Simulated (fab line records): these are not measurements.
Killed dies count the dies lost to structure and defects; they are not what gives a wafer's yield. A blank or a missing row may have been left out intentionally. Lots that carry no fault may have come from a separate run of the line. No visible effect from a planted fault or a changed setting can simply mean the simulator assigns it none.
One fault through the eyes of 2 desks ; flow gf180mcu ; what lay behind the numbers comes last; until then each desk has only its own

== METROLOGY DESK ==
What the gauges read, lot by lot, whatever tool the lot ran on: means of the sampled wafers that have a number. Marked OUT: a lot whose mean sits more than 4 standard deviations from the usual mean, which makes it out of limits; the brackets give that distance.
Columns: A = PSD_RS at GF_PSD_RS_MEAS_15, usual 108.47 ohm/sq; B = SAB_OVL at GF_SAB_OVL_MEAS_10, usual 0.5 nm
lot;first seen here;A;B
L228;day 14 13:28;108.21;0.8
L229;day 14 23:14;108.25;1.9
L230;day 15 08:21;108.78;2.3
L232;day 16 00:50;108.64;0.2
L233;day 16 13:58;108.69;-1.6
L236;day 17 04:58;108.51;0.5
L235;day 17 08:17;108.25;-0.7
L237;day 17 19:32;108.36;0.3
L241;day 19 02:45;108.44;-0.1
L240;day 19 05:49;108.44;1.5
L248;day 21 16:05;108.35;3.3
L249;day 21 22:08;108.56;-0.1
L250;day 22 05:11;108.70;0.6
Result from this desk: across the 13 lots, nothing is out of limits.

== THE TOOL OWNER'S DESK: cmp-02 ==
The tool's own readings at GF_CONTACT_CMP_04 (polishes SiO2): means of the sampled wafers that have a number, for each lot that ran on this tool. Marked OUT: a lot whose mean sits more than 4 standard deviations from the usual mean, which makes it out of limits; the brackets give that distance.
Columns: A = motor_current_A at GF_CONTACT_CMP_04, usual 11.8 A; B = time_to_endpoint_s at GF_CONTACT_CMP_04, usual 111 s
lot;first seen here;A;B
L229;day 15 21:03;11.9;113
L230;day 16 07:37;11.2;113
L233;day 17 13:32;11.9;108
L235;day 18 08:42;10.8;109
L237;day 18 20:01;11.6;106
L241;day 20 04:11;11.6;123
L240;day 20 07:43;12.1;120
L249;day 23 03:41;11.8;113
Result from this desk: across the 8 lots, nothing is out of limits.

== PUT TOGETHER ==
Metrology desk: nothing out of limits seen.
The tool owner's desk saw nothing out of limits.

== WHAT THE SIMULATOR HAD PUT IN ==
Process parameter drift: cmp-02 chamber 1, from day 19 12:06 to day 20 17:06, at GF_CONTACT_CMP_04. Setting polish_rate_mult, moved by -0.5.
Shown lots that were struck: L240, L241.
